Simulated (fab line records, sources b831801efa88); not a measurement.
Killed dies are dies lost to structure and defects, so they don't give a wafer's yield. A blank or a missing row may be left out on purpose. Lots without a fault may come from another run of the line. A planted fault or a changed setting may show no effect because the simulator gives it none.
Which tool did it? | flow sfq_line | 13 lots, 38 wafers sampled, at 5 steps of a route of 325

WHAT THE GAUGES READ, wafer by wafer
SFQ_I7_BOW_MEAS_946. Usual: I7_BOW 4 um, standard deviation 11.
lot  | measured     | on            | I7_BOW (um) | flag
L692 | day 69 12:11 | film_metro-01 | -7 -11 -1   |
L693 | day 69 15:13 | film_metro-01 | 5 10 7      |
L694 | day 69 20:25 | film_metro-02 | -8 -13 -3   |
L696 | day 70 05:30 | film_metro-02 | 22 14 5     |
L697 | day 77 04:10 | film_metro-01 | 6 6 14      |
L699 | day 77 13:10 | film_metro-03 | 3 5 1       |
L700 | day 77 19:59 | film_metro-03 | -1 -2 -5    |
L704 | day 78 13:11 | film_metro-03 | 8 8         |
L711 | day 79 10:12 | film_metro-01 | 15 11 17    |
L712 | day 79 11:27 | film_metro-03 | 38 29 27    |
L713 | day 79 14:27 | film_metro-01 | 21 15 1     |
L714 | day 79 18:32 | film_metro-01 | -9 -2 -5    |
L715 | day 79 20:28 | film_metro-03 | 6 2 1       |

WHICH TOOL RAN EACH LOT (tool, then ch and the chambers of the sampled wafers, then the start)
lot  | SFQ_TRILAYER_L0_VIA_STRIP_STRIP_017 | SFQ_TRILAYER_I1_VIA_LITHO_COAT_054 | SFQ_TRILAYER_M3_STRIP_STRIP_079   | SFQ_TRILAYER_I3_METRO_MEASURE_083
L692 | rie_metal-04 ch 0, day 6 21:21      | litho_track-02 ch 0, day 21 23:41  | rie_metal-02 ch 0,1, day 40 11:48 | film_metro-03, day 40 17:05
L693 | rie_metal-01 ch 0,1, day 7 09:21    | litho_track-03 ch 0, day 23 09:28  | rie_metal-04 ch 0,1, day 40 14:12 | film_metro-01, day 40 22:42
L694 | rie_metal-01 ch 0,1, day 7 13:20    | litho_track-01 ch 0, day 23 21:40  | rie_metal-04 ch 0,1, day 40 17:48 | film_metro-04, day 41 01:30
L696 | rie_metal-03 ch 1, day 8 17:22      | litho_track-01 ch 0, day 25 04:19  | rie_metal-04 ch 0,1, day 40 21:24 | film_metro-01, day 41 08:05
L697 | rie_metal-01 ch 0,1, day 8 22:10    | litho_track-02 ch 0, day 25 15:40  | rie_metal-02 ch 0,1, day 41 01:00 | film_metro-03, day 41 11:05
L699 | rie_metal-04 ch 0,1, day 9 05:22    | litho_track-03 ch 0, day 26 16:47  | rie_metal-04 ch 0,1, day 41 04:36 | film_metro-03, day 41 16:30
L700 | rie_metal-03 ch 1, day 9 08:58      | litho_track-02 ch 0, day 26 18:35  | rie_metal-02 ch 0,1, day 41 10:36 | film_metro-01, day 42 01:30
L704 | rie_metal-03 ch 0,1, day 10 05:47   | litho_track-02 ch 0, day 28 07:20  | rie_metal-04 ch 0,1, day 43 10:24 | film_metro-04, day 44 00:40
L711 | rie_metal-03 ch 0,1, day 13 09:43   | litho_track-03 ch 0, day 32 04:04  | rie_metal-02 ch 0,1, day 49 18:48 | film_metro-01, day 50 00:56
L712 | rie_metal-03 ch 0,1, day 13 21:31   | litho_track-03 ch 0, day 33 13:26  | rie_metal-03 ch 0,1, day 50 10:12 | film_metro-01, day 50 21:32
L713 | rie_metal-03 ch 0,1, day 14 09:14   | litho_track-01 ch 0, day 33 19:26  | rie_metal-03 ch 1, day 50 15:11   | film_metro-01, day 51 00:32
L714 | rie_metal-04 ch 1, day 14 14:02     | litho_track-02 ch 0, day 34 02:56  | rie_metal-02 ch 0,1, day 51 05:11 | film_metro-03, day 51 09:21
L715 | rie_metal-03 ch 0,1, day 14 21:14   | litho_track-03 ch 0, day 34 10:29  | rie_metal-02 ch 0,1, day 51 23:17 | film_metro-03, day 52 09:23
- SFQ_TRILAYER_L0_VIA_STRIP_STRIP_017: strips in O2.
- SFQ_TRILAYER_I1_VIA_LITHO_COAT_054: resist thk 62 nm.
- SFQ_TRILAYER_M3_STRIP_STRIP_079: strips in O2.
- SFQ_TRILAYER_I3_METRO_MEASURE_083

WHAT THE TOOLS THEMSELVES READ (means of the sampled wafers that have a number; where no wafer has one, the mark that the record gives instead)
SFQ_TRILAYER_L0_VIA_STRIP_STRIP_017. Usual: drypump_motor_current_A 6.0 A, standard deviation 0.49; oes_product_au 1.003 a.u., standard deviation 0.012.
lot  | tool         | drypump_motor_current_A (A) | oes_product_au (a.u.) | flag
L692 | rie_metal-04 | 5.7                         | 0.986                 |
L693 | rie_metal-01 | 5.4                         | 1.019                 |
L694 | rie_metal-01 | 5.5                         | 1.015                 |
L696 | rie_metal-03 | 6.6                         | 1.008                 |
L697 | rie_metal-01 | 5.5                         | 1.001                 |
L699 | rie_metal-04 | 5.7                         | 0.990                 |
L700 | rie_metal-03 | 6.6                         | 0.999                 |
L704 | rie_metal-03 | 6.4                         | 1.010                 |
L711 | rie_metal-03 | 6.4                         | 1.003                 |
L712 | rie_metal-03 | 6.3                         | 1.021                 |
L713 | rie_metal-03 | 6.3                         | 1.016                 |
L714 | rie_metal-04 | 5.6                         | 0.990                 |
L715 | rie_metal-03 | 6.3                         | 1.006                 |

SFQ_TRILAYER_M3_STRIP_STRIP_079. Usual: drypump_motor_current_A 5.8 A, standard deviation 0.38; oes_product_au 1.003 a.u., standard deviation 0.013.
lot  | tool         | drypump_motor_current_A (A) | oes_product_au (a.u.) | flag
L692 | rie_metal-02 | 5.9                         | 1.017                 |
L693 | rie_metal-04 | 5.6                         | 0.998                 |
L694 | rie_metal-04 | 5.6                         | 0.992                 |
L696 | rie_metal-04 | 5.6                         | 0.987                 |
L697 | rie_metal-02 | 5.7                         | 1.006                 |
L699 | rie_metal-04 | 5.7                         | 0.989                 |
L700 | rie_metal-02 | 5.9                         | 1.016                 |
L704 | rie_metal-04 | 5.7                         | 0.993                 |
L711 | rie_metal-02 | 5.7                         | 1.008                 |
L712 | rie_metal-03 | 6.5                         | 1.007                 |
L713 | rie_metal-03 | 6.5                         | 1.001                 |
L714 | rie_metal-02 | 5.7                         | 1.018                 |
L715 | rie_metal-02 | 5.7                         | 1.016                 |

SFQ_TRILAYER_I3_METRO_MEASURE_083. Usual: thk_nm 200.2 nm, standard deviation 1.3.
lot  | tool          | thk_nm (nm) | flag
L692 | film_metro-03 | 200.6       |
L693 | film_metro-01 | 200.2       |
L694 | film_metro-04 | 200.2       |
L696 | film_metro-01 | 199.2       |
L697 | film_metro-03 | 200.4       |
L699 | film_metro-03 | 200.5       |
L700 | film_metro-01 | 199.9       |
L704 | film_metro-04 | 199.8       |
L711 | film_metro-01 | 199.0       |
L712 | film_metro-01 | 198.5       |
L713 | film_metro-01 | 200.2       |
L714 | film_metro-03 | 201.4       |
L715 | film_metro-03 | 198.9       |

THE ANSWER, worked out from the rows above alone
Rule: a lot is off if the mean of its wafers that have a number lies more than 3 standard deviations from the usual mean. A lot without any number at a reading at which 4 lots or more have one is off too. The other lots that the step has rows for count as sound. The gauges are gone through in route order, then the tools' own readings, and for those a lot's mean is taken as printed above. The first step at which some lot is off is used, and at that step the reading that is off furthest; a lot without a number counts as furthest.
No lot is off at any reading shown: from this, nothing can be told.

WHAT THE SIMULATOR HAD PUT IN
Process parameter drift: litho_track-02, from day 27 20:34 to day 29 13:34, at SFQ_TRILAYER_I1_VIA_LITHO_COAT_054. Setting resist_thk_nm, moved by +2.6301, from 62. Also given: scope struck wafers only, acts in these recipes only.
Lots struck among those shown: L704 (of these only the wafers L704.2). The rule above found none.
